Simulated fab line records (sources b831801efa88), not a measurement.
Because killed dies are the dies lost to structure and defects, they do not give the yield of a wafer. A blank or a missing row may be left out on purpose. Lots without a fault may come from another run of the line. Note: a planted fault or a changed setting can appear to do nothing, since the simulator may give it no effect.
Which tool is to blame? -- flow gf180mcu -- 24 lots, 72 wafers sampled, at 4 steps of a route of 602

## WHAT EACH GAUGE READ, for each wafer
GF_V5_OVL_MEAS_15. Usual: for V5_OVL the level is 2 nm and the standard deviation is 6.5.
lot,measured,on,V5_OVL (nm),flag
L074,day 27 04:22,overlay-01,7 10 9,
L075,day 27 13:33,overlay-01,-2 0 1,
L076,day 27 20:08,overlay-02,-5 -7 -4,
L077,day 28 02:44,overlay-02,13 14 7,
L078,day 28 09:49,overlay-02,1 5 6,
L079,day 28 10:14,overlay-01,-3 -2 -7,
L080,day 28 20:32,overlay-02,8 11 11,
L081,day 29 03:16,overlay-02,11 8 13,
L082,day 29 11:50,overlay-01,0 -3 -1,
L083,day 29 23:31,overlay-02,-1 -2 1,
L084,day 30 06:31,overlay-01,4 5 3,
L085,day 30 12:36,overlay-02,-15 -10 -7,
L086,day 30 22:34,overlay-01,2 8 2,
L087,day 31 02:54,overlay-02,-5 -7 -8,
L088,day 31 04:50,overlay-02,0 0 1,
L089,day 31 13:11,overlay-02,11 8 12,
L090,day 31 23:02,overlay-02,11 6 8,
L091,day 32 01:14,overlay-02,-4 0 -5,
L092,day 32 06:25,overlay-01,-5 2 -6,
L093,day 32 11:16,overlay-02,-6 0 -6,
L094,day 32 23:04,overlay-02,5 0 2,
L095,day 33 13:43,overlay-01,12 5 8,
L096,day 33 15:31,overlay-02,-6 -9 -3,
L097,day 34 00:16,overlay-01,4 6 9,

## EACH LOT AND THE TOOL THAT RAN IT (in order: tool; ch and the chambers of the sampled wafers; start)
lot,GF_V3_SPUTTER_21,GF_V4_SPUTTER_22,GF_MIM_STRIP_20
L074,"pvdSputter-02, day 22 09:08","pvdSputter-04, day 24 09:22","plasmaAsher-04 ch 0,1, day 25 08:02"
L075,"pvdSputter-03, day 22 19:56","pvdSputter-03, day 24 19:35","plasmaAsher-02 ch 0,1, day 25 17:52"
L076,"pvdSputter-03, day 23 02:53","pvdSputter-04, day 25 02:26","plasmaAsher-02 ch 0,1, day 26 00:44"
L077,"pvdSputter-03, day 23 11:30","pvdSputter-03, day 25 10:34","plasmaAsher-02 ch 0,1, day 26 07:57"
L078,"pvdSputter-03, day 23 17:32","pvdSputter-03, day 25 16:11","plasmaAsher-04 ch 0,1, day 26 15:03"
L079,"pvdSputter-03, day 23 20:29","pvdSputter-03, day 25 17:35","plasmaAsher-02 ch 0,1, day 26 15:41"
L080,"pvdSputter-03, day 24 08:38","pvdSputter-01, day 26 05:52","plasmaAsher-01 ch 0,1, day 27 03:32"
L081,"pvdSputter-01, day 24 15:51","pvdSputter-03, day 26 13:29","plasmaAsher-04 ch 0,1, day 27 10:16"
L082,"pvdSputter-03, day 25 00:58","pvdSputter-03, day 26 22:40","plasmaAsher-02 ch 0, day 27 19:43"
L083,"pvdSputter-03, day 25 14:56","pvdSputter-01, day 27 10:47","plasmaAsher-01 ch 0,1, day 28 07:32"
L084,"pvdSputter-02, day 25 21:32","pvdSputter-03, day 27 18:06","plasmaAsher-02 ch 0, day 28 14:48"
L085,"pvdSputter-02, day 26 04:23","pvdSputter-01, day 28 01:05","plasmaAsher-02 ch 0,1, day 28 21:47"
L086,"pvdSputter-03, day 26 15:45","pvdSputter-04, day 28 11:28","plasmaAsher-01 ch 0,1, day 29 07:36"
L087,"pvdSputter-03, day 26 21:16","pvdSputter-03, day 28 16:47","plasmaAsher-04 ch 0,1, day 29 13:04"
L088,"pvdSputter-03, day 27 00:21","pvdSputter-03, day 28 18:59","plasmaAsher-02 ch 0,1, day 29 14:41"
L089,"pvdSputter-03, day 27 09:44","pvdSputter-04, day 29 03:22","plasmaAsher-04 ch 0,1, day 29 23:35"
L090,"pvdSputter-03, day 27 21:06","pvdSputter-01, day 29 15:05","plasmaAsher-02 ch 0,1, day 30 10:35"
L091,"pvdSputter-02, day 27 22:35","pvdSputter-04, day 29 16:49","plasmaAsher-04 ch 0,1, day 30 12:11"
L092,"pvdSputter-01, day 28 06:08","pvdSputter-03, day 29 22:44","plasmaAsher-01 ch 0,1, day 30 18:05"
L093,"pvdSputter-01, day 28 13:00","pvdSputter-04, day 30 05:58","plasmaAsher-04 ch 0,1, day 30 23:50"
L094,"pvdSputter-01, day 29 00:44","pvdSputter-03, day 30 16:58","plasmaAsher-04 ch 0,1, day 31 11:13"
L095,"pvdSputter-03, day 29 19:10","pvdSputter-01, day 31 10:14","plasmaAsher-01 ch 0,1, day 32 04:29"
L096,"pvdSputter-01, day 29 19:53","pvdSputter-04, day 31 10:50","plasmaAsher-01 ch 0,1, day 32 05:20"
L097,"pvdSputter-03, day 30 07:42","pvdSputter-04, day 31 21:21","plasmaAsher-04 ch 0,1, day 32 14:50"
- GF_V3_SPUTTER_21: material Ti, target thk 15 nm, time 80.02 s.
- GF_V4_SPUTTER_22: material TiN, target thk 10 nm, time 40 s.
- GF_MIM_STRIP_20: strips in O2/N2.

## WHAT THE TOOLS THEMSELVES READ (means of the sampled wafers that have a number; where no wafer has one, the mark that the record gives instead)
GF_V3_SPUTTER_21. Usual: cathodeDcPowerW 2500.0 W, standard deviation 0.48; throttleValvePct 30.2 %, standard deviation 1.3.
lot,tool,cathodeDcPowerW (W),throttleValvePct (%),flag
L074,pvdSputter-02,2500.2,32.5,
L075,pvdSputter-03,2500.0,30.8,
L076,pvdSputter-03,2499.4,29.9,
L077,pvdSputter-03,2499.7,30.5,
L078,pvdSputter-03,2499.5,29.9,
L079,pvdSputter-03,2499.9,30.8,
L080,pvdSputter-03,2500.2,30.7,
L081,pvdSputter-01,2500.1,29.5,
L082,pvdSputter-03,2499.9,30.3,
L083,pvdSputter-03,2500.3,31.5,
L084,pvdSputter-02,2500.2,31.8,
L085,pvdSputter-02,2499.9,30.6,
L086,pvdSputter-03,2500.2,29.9,
L087,pvdSputter-03,2499.8,29.4,
L088,pvdSputter-03,2500.0,29.6,
L089,pvdSputter-03,2500.1,29.1,
L090,pvdSputter-03,2499.5,31.5,
L091,pvdSputter-02,2500.0,31.2,
L092,pvdSputter-01,2500.0,29.9,
L093,pvdSputter-01,2499.8,29.5,
L094,pvdSputter-01,2500.1,29.4,
L095,pvdSputter-03,2500.0,30.6,
L096,pvdSputter-01,2500.0,29.7,
L097,pvdSputter-03,2499.8,29.8,

GF_V4_SPUTTER_22. Usual: cathodeDcPowerW 4000.0 W, standard deviation 0.81; throttleValvePct 29.8 %, standard deviation 1.1.
lot,tool,cathodeDcPowerW (W),throttleValvePct (%),flag
L074,pvdSputter-04,4000.5,29.4,
L075,pvdSputter-03,4000.5,30.7,
L076,pvdSputter-04,3999.2,29.2,
L077,pvdSputter-03,3999.3,30.8,
L078,pvdSputter-03,3999.7,30.8,
L079,pvdSputter-03,4000.7,30.5,
L080,pvdSputter-01,3999.8,29.2,
L081,pvdSputter-03,4000.1,30.8,
L082,pvdSputter-03,3999.4,30.4,
L083,pvdSputter-01,4000.2,30.5,
L084,pvdSputter-03,3999.6,29.9,
L085,pvdSputter-01,3999.8,29.8,
L086,pvdSputter-04,4000.2,29.2,
L087,pvdSputter-03,3999.9,29.6,
L088,pvdSputter-03,4000.3,30.3,
L089,pvdSputter-04,3999.3,29.1,
L090,pvdSputter-01,3999.8,30.3,
L091,pvdSputter-04,3999.9,29.4,
L092,pvdSputter-03,4000.0,30.4,
L093,pvdSputter-04,4001.0,29.5,
L094,pvdSputter-03,4000.5,30.5,
L095,pvdSputter-01,4000.8,29.6,
L096,pvdSputter-04,4000.1,29.1,
L097,pvdSputter-04,4000.7,29.5,

GF_MIM_STRIP_20. Usual: drypumpMotorCurrentA 5.7 A, standard deviation 0.36; heaterPowerW 339 W, standard deviation 31; oesProductAu 0.692 a.u., standard deviation 0.0049; stripTimeToEndpointS 11.22 s, standard deviation 0.041.
lot,tool,drypumpMotorCurrentA (A),heaterPowerW (W),oesProductAu (a.u.),stripTimeToEndpointS (s),flag
L074,plasmaAsher-04,6.0,308,0.691,11.20,
L075,plasmaAsher-02,5.6,367,0.690,11.24,
L076,plasmaAsher-02,5.7,370,0.699,11.24,
L077,plasmaAsher-02,5.6,368,0.689,11.20,
L078,plasmaAsher-04,5.8,326,0.693,11.26,
L079,plasmaAsher-02,5.7,371,0.684,11.18,
L080,plasmaAsher-01,5.4,316,0.690,11.17,
L081,plasmaAsher-04,5.8,325,0.694,11.27,
L082,plasmaAsher-02,5.8,374,0.693,11.27,
L083,plasmaAsher-01,5.2,327,0.692,11.23,
L084,plasmaAsher-02,5.8,375,0.698,11.21,
L085,plasmaAsher-02,5.6,365,0.688,11.20,
L086,plasmaAsher-01,5.2,327,0.686,11.19,
L087,plasmaAsher-04,5.8,330,0.689,11.24,
L088,plasmaAsher-02,5.6,366,0.694,11.19,
L089,plasmaAsher-04,5.8,337,0.692,11.24,
L090,plasmaAsher-02,5.6,365,0.687,11.18,
L091,plasmaAsher-04,5.8,332,0.688,11.16,
L092,plasmaAsher-01,5.4,316,0.692,11.25,
L093,plasmaAsher-04,6.0,307,0.691,11.19,
L094,plasmaAsher-04,6.0,315,0.700,11.31,
L095,plasmaAsher-01,5.4,316,0.689,11.18,
L096,plasmaAsher-01,5.4,320,0.695,11.24,
L097,plasmaAsher-04,6.0,322,0.691,11.21,

## THE ANSWER, worked out from the rows above alone
Rule: a lot counts as off when the mean over its wafers that have a number is more than 3 standard deviations away from the usual mean. A lot without any number at a reading at which 4 lots or more have one is off too. All remaining lots with rows at the step are treated as sound. The gauges are gone through in route order, then the tools' own readings, and for those a lot's mean is taken as printed above. The first step at which some lot is off is used, and at that step the reading that is off furthest; a lot without a number counts as furthest.
No lot is off at any reading shown: from this, nothing can be told.

## WHAT THE SIMULATOR PUT IN
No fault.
